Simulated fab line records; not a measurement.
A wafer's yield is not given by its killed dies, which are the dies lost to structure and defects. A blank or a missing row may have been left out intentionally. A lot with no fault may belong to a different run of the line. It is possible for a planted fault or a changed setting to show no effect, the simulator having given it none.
Which tool was responsible? | flow sky130 | 24 lots with 72 wafers sampled at 6 steps, on a route of 708 steps

## WHAT THE GAUGES SHOWED, per wafer
SKY_CAPM_THK_MEAS_01.
lot  | measured     | on            | CAPM_CVD_00_THK (nm)
L075 | day 37 03:59 | film-metro-04 | 15.69 15.71 15.43
L077 | day 37 20:59 | film-metro-03 | 15.59 15.39 15.39
L074 | day 37 21:50 | film-metro-03 | 15.38 15.73 15.95
L076 | day 37 22:10 | film-metro-02 | 15.52 15.61 15.71
L078 | day 37 23:06 | film-metro-02 | 15.57 15.73 15.65
L079 | day 38 02:43 | film-metro-03 | 15.45 15.54 15.62
L080 | day 38 07:40 | film-metro-03 | 15.53 15.51 15.70
L081 | day 38 15:12 | film-metro-02 | 15.51 15.39 15.64
L082 | day 39 03:07 | film-metro-02 | 15.85 15.49 15.25
L084 | day 39 13:42 | film-metro-03 | 15.55 15.81 15.99
L083 | day 39 14:33 | film-metro-04 | 15.62 15.62 15.66
L085 | day 39 17:01 | film-metro-03 | 15.84 15.27 15.59
L086 | day 40 15:35 | film-metro-03 | 15.47 15.62 15.50
L088 | day 41 08:28 | film-metro-03 | 15.46 15.77 15.72
L087 | day 41 14:40 | film-metro-04 | 15.33 15.29 15.75
L090 | day 41 19:48 | film-metro-04 | 15.13 15.53 15.76
L089 | day 41 21:22 | film-metro-02 | 15.31 16.08 15.74
L092 | day 42 03:25 | film-metro-03 | 15.65 15.41 15.83
L091 | day 42 06:15 | film-metro-04 | 15.30 15.47 15.89
L093 | day 42 10:51 | film-metro-02 | 15.53 15.49 15.88
L094 | day 42 17:28 | film-metro-03 | 15.82 15.40 15.57
L095 | day 43 03:39 | film-metro-03 | 15.93 15.62 15.58
L096 | day 43 08:19 | film-metro-04 | 15.15 15.37 15.55
L097 | day 43 12:49 | film-metro-04 | 15.45 15.58 15.79

SKY_CAPM_RS_MEAS_03: the measuring method here is four-point-probe.
lot  | measured     | on            | CAPM_TIN_RS (ohm/sq)
L075 | day 37 04:10 | film-metro-04 | 6.87 6.88 6.83
L077 | day 37 21:10 | film-metro-02 | 6.94 6.98 7.00
L074 | day 37 22:01 | film-metro-03 | 6.97 6.98 6.97
L076 | day 37 22:21 | film-metro-03 | 6.88 6.94 6.95
L078 | day 37 23:16 | film-metro-04 | 6.90 7.00 6.78
L079 | day 38 02:53 | film-metro-03 | 7.04 6.82 7.03
L080 | day 38 07:50 | film-metro-03 | 6.80 6.98 7.00
L081 | day 38 15:23 | film-metro-03 | 6.99 6.94 6.93
L082 | day 39 03:17 | film-metro-03 | 6.92 6.76 6.95
L084 | day 39 13:53 | film-metro-04 | 6.95 6.81 6.92
L083 | day 39 14:44 | film-metro-03 | 6.75 6.99 6.95
L085 | day 39 17:12 | film-metro-04 | 6.84 6.83 6.89
L086 | day 40 15:46 | film-metro-02 | 6.90 6.86 6.85
L088 | day 41 08:38 | film-metro-04 | 6.88 6.74 6.81
L087 | day 41 14:50 | film-metro-02 | 6.82 7.04 6.94
L090 | day 41 19:58 | film-metro-02 | 6.98 6.76 7.01
L089 | day 41 21:34 | film-metro-04 | 6.75 6.75 6.81
L092 | day 42 03:35 | film-metro-02 | 6.89 6.85 6.89
L091 | day 42 06:25 | film-metro-02 | 6.97 6.95 6.90
L093 | day 42 11:01 | film-metro-04 | 6.94 6.86 6.99
L094 | day 42 17:38 | film-metro-04 | 6.87 6.87 6.91
L095 | day 43 03:50 | film-metro-04 | 6.86 6.81 6.87
L096 | day 43 08:29 | film-metro-04 | 6.84 6.81 6.75
L097 | day 43 12:59 | film-metro-03 | 6.85 7.03 6.86

SKY_PASSIVATION_THK_MEAS_01.
lot  | measured     | on            | PASSIVATION_CVD_00_THK (nm)
L075 | day 44 15:36 | film-metro-04 | 88.3 89.9 89.1
L077 | day 45 04:52 | film-metro-04 | 89.4 88.4 88.5
L074 | day 45 05:15 | film-metro-04 | 89.9 90.7 89.8
L076 | day 45 06:57 | film-metro-01 | 88.1 87.3 89.7
L078 | day 45 08:34 | film-metro-04 | 90.7 88.0 92.3
L079 | day 45 08:50 | film-metro-04 | 88.3 88.5 89.9
L080 | day 45 14:45 | film-metro-04 | 90.3 91.1 89.9
L081 | day 45 22:16 | film-metro-04 | 90.9 92.4 92.2
L082 | day 46 09:36 | film-metro-01 | 89.7 89.9 91.2
L084 | day 46 16:28 | film-metro-04 | 88.8 89.4 90.4
L083 | day 46 17:18 | film-metro-01 | 89.6 90.5 91.3
L085 | day 46 20:32 | film-metro-04 | 87.8 89.7 90.4
L086 | day 47 15:44 | film-metro-01 | 88.3 91.0 89.3
L088 | day 48 04:17 | film-metro-04 | 89.1 87.8 89.2
L087 | day 48 08:04 | film-metro-04 | 89.2 87.7 91.3
L090 | day 48 15:11 | film-metro-01 | 90.9 89.0 91.5
L089 | day 48 16:38 | film-metro-01 | 88.6 90.1 90.0
L092 | day 48 18:26 | film-metro-04 | 88.8 86.3 90.5
L091 | day 48 22:41 | film-metro-04 | 88.7 87.7 89.2
L093 | day 48 23:15 | film-metro-04 | 90.3 89.7 89.4
L094 | day 49 08:25 | film-metro-01 | 88.8 89.3 91.4
L095 | day 49 15:27 | film-metro-04 | 88.9 90.9 90.1
L096 | day 49 19:47 | film-metro-02 | 88.9 88.0 89.5
L097 | day 49 21:54 | film-metro-04 | 89.3 90.4 92.2

## WHICH TOOL RAN EACH LOT (tool, then ch and the chambers of the sampled wafers, then the start)
lot  | SKY_METAL4_SPUTTER_01        | SKY_METAL4_ETCH_17                 | SKY_METAL5_DESCUM_14
L075 | pvd-sputter-01, day 40 11:37 | rie-diel-01 ch 2,3, day 42 12:26   | rie-metal-04 ch 0, day 44 14:02
L077 | pvd-sputter-01, day 41 03:13 | rie-diel-02 ch 0,2, day 43 04:02   | rie-metal-03 ch 1, day 45 03:58
L074 | pvd-sputter-01, day 41 03:49 | rie-diel-01 ch 0,1, day 43 04:27   | rie-metal-02 ch 0,1, day 45 04:17
L076 | pvd-sputter-04, day 41 04:56 | rie-diel-03 ch 0,1,2, day 43 05:36 | rie-metal-04 ch 0, day 45 05:58
L078 | pvd-sputter-01, day 41 06:27 | rie-diel-02 ch 2,3, day 43 06:44   | rie-metal-02 ch 1, day 45 07:35
L079 | pvd-sputter-04, day 41 07:27 | rie-diel-03 ch 1,2,3, day 43 07:26 | rie-metal-04 ch 0,1, day 45 07:55
L080 | pvd-sputter-03, day 41 13:17 | rie-diel-02 ch 1,3, day 43 14:13   | rie-metal-02 ch 0,1, day 45 13:52
L081 | pvd-sputter-04, day 41 21:20 | rie-diel-03 ch 0,1,2, day 43 21:47 | rie-metal-02 ch 0,1, day 45 21:22
L082 | pvd-sputter-01, day 42 08:34 | rie-diel-01 ch 1,2,3, day 44 07:47 | rie-metal-02 ch 0,1, day 46 08:35
L084 | pvd-sputter-04, day 42 17:35 | rie-diel-03 ch 0,2, day 44 16:08   | rie-metal-04 ch 0,1, day 46 15:34
L083 | pvd-sputter-01, day 42 18:44 | rie-diel-03 ch 0,2, day 44 18:03   | rie-metal-04 ch 0,1, day 46 16:24
L085 | pvd-sputter-01, day 42 20:52 | rie-diel-01 ch 1,2,3, day 44 19:48 | rie-metal-02 ch 0,1, day 46 19:25
L086 | pvd-sputter-01, day 43 18:43 | rie-diel-01 ch 0,1, day 45 16:44   | rie-metal-03 ch 0, day 47 14:50
L088 | pvd-sputter-01, day 44 10:05 | rie-diel-01 ch 1,2,3, day 46 08:23 | rie-metal-03 ch 0,1, day 48 03:25
L087 | pvd-sputter-03, day 44 16:20 | rie-diel-01 ch 0,2,3, day 46 12:35 | rie-metal-04 ch 1, day 48 06:55
L090 | pvd-sputter-01, day 44 21:25 | rie-diel-02 ch 1,2,3, day 46 19:11 | rie-metal-04 ch 0,1, day 48 14:16
L089 | pvd-sputter-03, day 44 23:55 | rie-diel-02 ch 0,1, day 46 21:47   | rie-metal-02 ch 1, day 48 15:43
L092 | pvd-sputter-04, day 45 03:33 | rie-diel-02 ch 0,1,3, day 47 00:11 | rie-metal-03 ch 0,1, day 48 17:32
L091 | pvd-sputter-03, day 45 08:18 | rie-diel-01 ch 1,3, day 47 05:08   | rie-metal-02 ch 0,1, day 48 21:49
L093 | pvd-sputter-01, day 45 11:06 | rie-diel-03 ch 0,3, day 47 06:05   | rie-metal-04 ch 0,1, day 48 22:22
L094 | pvd-sputter-01, day 45 18:30 | rie-diel-02 ch 1,3, day 47 14:02   | rie-metal-03 ch 0,1, day 49 07:28
L095 | pvd-sputter-04, day 46 03:05 | rie-diel-02 ch 0,1,2, day 47 21:35 | rie-metal-03 ch 0,1, day 49 13:46
L096 | pvd-sputter-03, day 46 09:30 | rie-diel-03 ch 0,2,3, day 48 03:56 | rie-metal-03 ch 0,1, day 49 18:50
L097 | pvd-sputter-01, day 46 13:29 | rie-diel-01 ch 2,3, day 48 06:37   | rie-metal-02 ch 0,1, day 49 20:58
- SKY_METAL4_SPUTTER_01: material TiN, target thk 20 nm, time 16.7 s.
- SKY_METAL4_ETCH_17: etches SiO2 in C4F8/O2/Ar, stops on TiN, time 3.9 s, target depth 15 nm.
- SKY_METAL5_DESCUM_14: chemistry O2, time 11 s.

## AS READ BY THE TOOLS THEMSELVES (means over the sampled wafers that have a number; for cases with no such wafer, the mark the record gives instead)
SKY_METAL4_SPUTTER_01.
lot  | tool           | throttle-valve-pct (%)
L075 | pvd-sputter-01 | 29.9
L077 | pvd-sputter-01 | 30.0
L074 | pvd-sputter-01 | 29.3
L076 | pvd-sputter-04 | 30.3
L078 | pvd-sputter-01 | 30.0
L079 | pvd-sputter-04 | 30.7
L080 | pvd-sputter-03 | 30.6
L081 | pvd-sputter-04 | 30.6
L082 | pvd-sputter-01 | 29.4
L084 | pvd-sputter-04 | 30.3
L083 | pvd-sputter-01 | 29.2
L085 | pvd-sputter-01 | 29.9
L086 | pvd-sputter-01 | 30.5
L088 | pvd-sputter-01 | 29.3
L087 | pvd-sputter-03 | 31.1
L090 | pvd-sputter-01 | 29.3
L089 | pvd-sputter-03 | 29.9
L092 | pvd-sputter-04 | 30.4
L091 | pvd-sputter-03 | 30.6
L093 | pvd-sputter-01 | 30.6
L094 | pvd-sputter-01 | 29.3
L095 | pvd-sputter-04 | 30.7
L096 | pvd-sputter-03 | 30.5
L097 | pvd-sputter-01 | 29.1

SKY_METAL4_ETCH_17.
lot  | tool        | oes-product-au (a.u.) | rf-fwd-power-W (W)
L075 | rie-diel-01 | 0.758                 | 1478
L077 | rie-diel-02 | 0.750                 | 1463
L074 | rie-diel-01 | 0.750                 | 1464
L076 | rie-diel-03 | 0.747                 | 1474
L078 | rie-diel-02 | 0.750                 | 1463
L079 | rie-diel-03 | 0.747                 | 1471
L080 | rie-diel-02 | 0.746                 | 1464
L081 | rie-diel-03 | 0.744                 | 1468
L082 | rie-diel-01 | 0.750                 | 1470
L084 | rie-diel-03 | 0.748                 | 1478
L083 | rie-diel-03 | 0.760                 | 1471
L085 | rie-diel-01 | 0.751                 | 1473
L086 | rie-diel-01 | 0.749                 | 1461
L088 | rie-diel-01 | 0.758                 | 1473
L087 | rie-diel-01 | 0.751                 | 1468
L090 | rie-diel-02 | 0.749                 | 1462
L089 | rie-diel-02 | 0.760                 | 1464
L092 | rie-diel-02 | 0.762                 | 1460
L091 | rie-diel-01 | 0.742                 | 1472
L093 | rie-diel-03 | 0.749                 | 1467
L094 | rie-diel-02 | 0.764                 | 1465
L095 | rie-diel-02 | 0.762                 | 1461
L096 | rie-diel-03 | 0.759                 | 1467
L097 | rie-diel-01 | 0.756                 | 1478

SKY_METAL5_DESCUM_14.
lot  | tool         | drypump-motor-current-A (A) | oes-product-au (a.u.) | rf-fwd-power-W (W)
L075 | rie-metal-04 | 4.8                         | 0.984                 | 148.2
L077 | rie-metal-03 | 6.1                         | 1.022                 | 147.7
L074 | rie-metal-02 | 5.9                         | 1.012                 | 146.8
L076 | rie-metal-04 | 4.8                         | 0.982                 | 148.4
L078 | rie-metal-02 | 6.0                         | 1.010                 | 147.5
L079 | rie-metal-04 | 5.7                         | 0.993                 | 146.8
L080 | rie-metal-02 | 5.9                         | 1.001                 | 147.4
L081 | rie-metal-02 | 5.9                         | 0.995                 | 147.1
L082 | rie-metal-02 | 5.9                         | 1.004                 | 147.0
L084 | rie-metal-04 | 5.6                         | 1.007                 | 146.4
L083 | rie-metal-04 | 5.2                         | 0.995                 | 147.3
L085 | rie-metal-02 | 6.0                         | 1.012                 | 146.9
L086 | rie-metal-03 | 5.7                         | 0.999                 | 147.8
L088 | rie-metal-03 | 6.0                         | 1.018                 | 147.8
L087 | rie-metal-04 | 6.0                         | 1.020                 | 146.7
L090 | rie-metal-04 | 5.6                         | 1.003                 | 146.9
L089 | rie-metal-02 | 6.0                         | 1.007                 | 147.4
L092 | rie-metal-03 | 5.8                         | 0.998                 | 147.6
L091 | rie-metal-02 | 5.9                         | 1.003                 | 146.9
L093 | rie-metal-04 | 5.6                         | 1.000                 | 147.2
L094 | rie-metal-03 | 5.8                         | 0.997                 | 146.9
L095 | rie-metal-03 | 6.0                         | 0.999                 | 147.5
L096 | rie-metal-03 | 6.0                         | 1.008                 | 147.7
L097 | rie-metal-02 | 5.9                         | 0.997                 | 146.9

## THE ANSWER, worked out from the rows above alone
Rule: the lots themselves supply what counts as usual. Put in order of their means at a reading, lots are off if they are a third of the lots or fewer, leave a main group of 4 or more, and stand apart from it by a gap of 3 or more times the standard deviation of the main group's means; of several such gaps the widest counts. A main group whose means are all the same, to the digits that the tables above print for the reading, isn't used. Also off: a lot with no number at a reading for which 4 or more lots have one. All remaining lots with rows at the step are treated as sound. After the gauges, taken in route order, come the tools' own readings; for these a lot's mean is taken, as printed above. At the first step where some lot is off, the reading lying furthest off is the one used; lots without a number count as furthest.
Nothing can be told from this: no lot is off at any reading shown.

## WHAT THE SIMULATOR PUT IN
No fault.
